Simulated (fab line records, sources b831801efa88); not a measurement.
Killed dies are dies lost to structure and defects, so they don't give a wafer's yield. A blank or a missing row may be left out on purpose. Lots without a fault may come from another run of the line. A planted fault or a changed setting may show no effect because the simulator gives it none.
A struck lot beside a sound one | flow sky130 | 43 steps out of a route of 708
Sound: wafers L262.1, L262.2, L262.6. Struck: wafers L270.2, L270.3, L270.5. The cause comes at the end.
At each step with rows: each side's tool, then ch and its chambers, then its first start. Under that, the readings that differ: sound wafers | struck wafers | difference of the means | sigmas: that difference in standard deviations of wafers without a fault.
alike: readings whose means differ by less than 2 such deviations, and words and numbers that are the same on both sides. not compared: withheld readings, readings that some wafer has no value for, bounds like >300 that may hide the same value, and numbers for which the record gives no deviation and whose values overlap.
The two part at a step that has a row with sigmas, a row that says differs or no value, or rows on one side only. Numbers that don't overlap but have no deviation are shown without sigmas and don't part them. A reading that every wafer of one side lacks parts them only if that side has two wafers or more.

first, 5 steps without rows for these wafers: SKY_SONOS_TUNNEL_COAT_02 (resist thk 1140 nm); SKY_SONOS_TUNNEL_SOFTBAKE_03 (time 60 s); SKY_SONOS_TUNNEL_EXPOSE_04 (exposes mask TUNM, target cd 410 nm); SKY_SONOS_TUNNEL_PEB_05; SKY_SONOS_TUNNEL_DEVELOP_06 (develop time 60 s).
SKY_SONOS_TUNNEL_CD_MEAS_07: target cd 410 nm.
  sound on cd_sem-02, day 12 03:05; struck on cd_sem-02, day 14 06:45
  alike: cd_nm
SKY_SONOS_TUNNEL_OVL_MEAS_08:
  sound on overlay-01, day 12 03:12; struck on overlay-02, day 14 06:51
  alike: SONOS_TUNNEL_OVL
then, 3 steps without rows for these wafers: SKY_SONOS_TUNNEL_IMPLANT_09; SKY_SONOS_TUNNEL_WET_ETCH_10 (etches SiO2 in dHF, target depth 14 nm, time 280 s); SKY_SONOS_TUNNEL_STRIP_11 (strips in SPM, time 600 s).
SKY_SONOS_TUNNEL_TW_MEAS_12:
  sound on film_metro-02, day 12 03:40; struck on film_metro-02, day 14 07:19
  alike: SONOS_TUNNEL_TW
then, 1 step without rows for these wafers: SKY_SONOS_TUNNEL_CLEAN_13 (cleans in dHF, time 20 s).
SKY_SONOS_ONO_OXIDATION_00: stabilise 600 s, purge 300 s, target thk 2.6 nm.
  sound on furnace-02 ch 0, day 12 03:44; struck on furnace-02 ch 0, day 14 09:54
  alike: ox_temp_c_max, spike_tc_centre_C, spike_tc_upper_C, tube_center_temp_C_max, zone_power_bottom_pct
SKY_SONOS_ONO_THK_MEAS_01:
  sound on film_metro-01, day 12 05:05; struck on film_metro-03, day 14 11:16
  alike: SONOS_ONO_OXIDATION_THK
then, 1 step without rows for these wafers: SKY_SONOS_ONO_CVD_02 (deposits Si3N4 from DCS/NH3, target thk 10.5 nm, time 180 s).
SKY_SONOS_ONO_THK_MEAS_03:
  sound on film_metro-01, day 12 07:29; struck on film_metro-03, day 14 12:53
  alike: SONOS_ONO_CVD_02_THK
then, 1 step without rows for these wafers: SKY_SONOS_ONO_CVD_04 (deposits SiO2 from SiH4/N2O, target thk 5.7199 nm).
SKY_SONOS_ONO_THK_MEAS_05:
  sound on film_metro-03, day 12 09:25; struck on film_metro-01, day 14 14:50
  alike: SONOS_ONO_CVD_04_THK
then, 7 steps without rows for these wafers: SKY_SONOS_ONO_DEHYDRATE_06 (time 60 s); SKY_SONOS_ONO_HMDS_07 (prime time 60 s); SKY_SONOS_ONO_COAT_08 (resist thk 1140 nm); SKY_SONOS_ONO_SOFTBAKE_09 (time 60 s); SKY_SONOS_ONO_EXPOSE_10 (exposes mask ONOM, target cd 410 nm); SKY_SONOS_ONO_PEB_11; SKY_SONOS_ONO_DEVELOP_12 (develop time 60 s).
SKY_SONOS_ONO_CD_MEAS_13: target cd 410 nm.
  sound on cd_sem-02, day 13 04:52; struck on cd_sem-02, day 15 17:38
  reading    | sound             | struck            | difference | sigmas
  cd_nm (nm) | 406.7 406.9 406.3 | 411.9 410.5 411.4 | +4.6       | +2
SKY_SONOS_ONO_OVL_MEAS_14:
  sound on overlay-01, day 13 04:59; struck on overlay-02, day 15 17:44
  alike: SONOS_ONO_OVL
SKY_SONOS_ONO_ETCH_15: etches the open film in CHF3/O2, target depth 19.52 nm, time 7.8 s.
  sound on rie_diel-01 ch 1,3, day 13 05:02; struck on rie_diel-02 ch 0,1,2, day 15 17:46
  alike: O2_flow_sccm, drypump_motor_current_A, oes_product_au, throttle_valve_pct
  not compared: rf_hours_counter_h
then, 1 step without rows for these wafers: SKY_SONOS_ONO_WET_ETCH_16 (etches SiO2 in dHF, target depth 14 nm, time 280 s).
SKY_SONOS_ONO_STRIP_17: strips in O2/N2.
  sound on plasma_asher-03 ch 0,1, day 13 05:08; struck on plasma_asher-01 ch 1, day 15 17:52
  reading                      | sound             | struck            | difference | sigmas
  strip_time_to_endpoint_s (s) | 14.16 14.17 14.14 | 14.07 14.08 14.07 | -0.08      | -2
  alike: drypump_motor_current_A, oes_product_au
  not compared: rf_hours_counter_h
then, 3 steps without rows for these wafers: SKY_SONOS_ONO_WET_ETCH_18 (etches Si3N4 in H3PO4, target depth 15 nm, time 172 s); SKY_GATE_OXIDE_CLEAN_00 (cleans in SC1/SC2, time 150 s); SKY_GATE_OXIDE_OXIDATION_01 (stabilise 600 s, purge 300 s, target thk 10.268 nm).
SKY_GATE_OXIDE_THK_MEAS_02:
  sound on film_metro-04, day 13 06:45; struck on film_metro-04, day 15 19:30
  alike: GATE_OXIDE_OXIDATION_00_THK
then, 7 steps without rows for these wafers: SKY_GATE_OXIDE_DEHYDRATE_03 (time 60 s); SKY_GATE_OXIDE_HMDS_04 (prime time 60 s); SKY_GATE_OXIDE_COAT_05 (resist thk 1140 nm); SKY_GATE_OXIDE_SOFTBAKE_06 (time 60 s); SKY_GATE_OXIDE_EXPOSE_07 (exposes mask LVOM, target cd 600 nm); SKY_GATE_OXIDE_PEB_08; SKY_GATE_OXIDE_DEVELOP_09 (develop time 60 s).
SKY_GATE_OXIDE_OVL_MEAS_10:
  sound on overlay-01, day 14 01:19; struck on overlay-01, day 16 22:56
  alike: GATE_OXIDE_OVL
-- the record jumps here: 31 days lie between the struck wafers' starts before and after (it left off in module GATE_OXIDE and takes up again in module PAD_OPEN, whose first step shown is number 708 of the route) --
SKY_PAD_OPEN_PROBE_99:
  sound on prober-01, day 46 01:45; struck on prober-01, day 48 04:28
  reading                                         | sound                | struck               | difference | sigmas
  model.etest.cap_ono.gate_bv_v (V)               | 16.04 16.26 16.09    | 7.663 7.536 7.474    | -8.572     |
  model.etest.cap_thick_oxide.gate_bv_v (V)       | 16.07 15.74 16.05    | 10.93 10.73 10.61    | -5.20      |
  model.etest.cap_thick_oxide.gate_log10_a_cm2    | -7.445 -7.22 -7.553  | -3.622 -3.54 -3.4    | +3.885     |
  model.etest.cap_thin_oxide.gate_log10_a_cm2     | -7.859 -7.923 -7.79  | -5.475 -5.265 -5.531 | +2.434     |
  model.etest.diode_nwell_sub.leak_log10_a_cm2    | -7.085 -7.447 -7.226 | -5.984 -5.716 -5.753 | +1.435     |
  model.etest.diode_dnwell_sub.leak_log10_a_cm2   | -7.37 -7.366 -7.501  | -6.073 -5.808 -5.701 | +1.552     |
  model.etest.diode_pwell_dnwell.leak_log10_a_cm2 | -7.574 -7.677 -7.583 | -6.284 -5.995 -6.206 | +1.450     |
  model.etest.cap_thin_oxide.gate_bv_v (V)        | 7.065 7.172 7.06     | 5.905 5.751 5.952    | -1.230     |
  alike: killed_at_M0_to_M3, killed_at_M4_up, killed_at_contacts, killed_at_front_end, killed_at_other, killed_dies, killed_on_rim, killed_open, killed_short

WHERE THEY PART
First at SKY_SONOS_ONO_CD_MEAS_13; last, within this record, at SKY_SONOS_ONO_STRIP_17. Later steps at which nothing parts them and some readings are alike: SKY_GATE_OXIDE_THK_MEAS_02, SKY_GATE_OXIDE_OVL_MEAS_10, SKY_PAD_OPEN_PROBE_99.

WHY: what the simulator had put in
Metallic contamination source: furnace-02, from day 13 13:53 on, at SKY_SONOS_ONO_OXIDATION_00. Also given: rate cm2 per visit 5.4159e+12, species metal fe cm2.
